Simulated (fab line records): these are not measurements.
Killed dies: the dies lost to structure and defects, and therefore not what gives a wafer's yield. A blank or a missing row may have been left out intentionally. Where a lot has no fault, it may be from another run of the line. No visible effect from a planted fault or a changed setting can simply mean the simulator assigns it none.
Matching of chambers | flow sky130 | 4 sister chambers for SKY_VIA3_CMP_24 on cmp-01
The step polishes, stops on SiO2, t overpolish 20 s, target thk 0 nm. 4 wafers are shown with their chamber, then 8 later ones without.

## WAFERS, EACH WITH ITS CHAMBER
wafer  | chamber | time-to-endpoint-s (s)
L401.2 | 1       | 87
L407.1 | 2       | 91
L407.3 | 0       | 89
L408.2 | 3       | 94

## WAFERS WITH NO CHAMBER GIVEN
wafer  | time-to-endpoint-s (s)
L408.4 | 92
L408.5 | 93
L418.1 | 94
L418.5 | 96
L418.6 | 92
L419.3 | 95
L419.4 | 96
L419.5 | 94

## EACH ONE'S CHAMBER
wafer  | from the rows above          | in truth
L408.4 | can't be placed: 2 or 3 or 0 | 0
L408.5 | can't be placed: 3 or 2      | 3
L418.1 | 3                            | 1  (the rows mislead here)
L418.5 | 3                            | 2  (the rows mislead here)
L418.6 | can't be placed: 2 or 3 or 0 | 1
L419.3 | 3                            | 3
L419.4 | 3                            | 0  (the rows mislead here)
L419.5 | 3                            | 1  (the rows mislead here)
Correctly placed: 1 of 8. Unplaceable from these rows: 3, with the true chamber sitting among the candidates in 2. Placed wrongly: 4.
How it was worked out, from the rows above alone: a wafer's distance from a chamber is the root of the sum, over the readings, of the square of ((its reading less the chamber's mean) divided by the reading's scatter). If the next closest chamber is less than 2 further off than the closest, the wafer can't be placed; otherwise it belongs to the closest. Each chamber's mean is taken over the wafers shown for it. The scatter: with one shown wafer a chamber, the root of the mean of the squares of how far each hidden wafer lies from its nearest shown one.
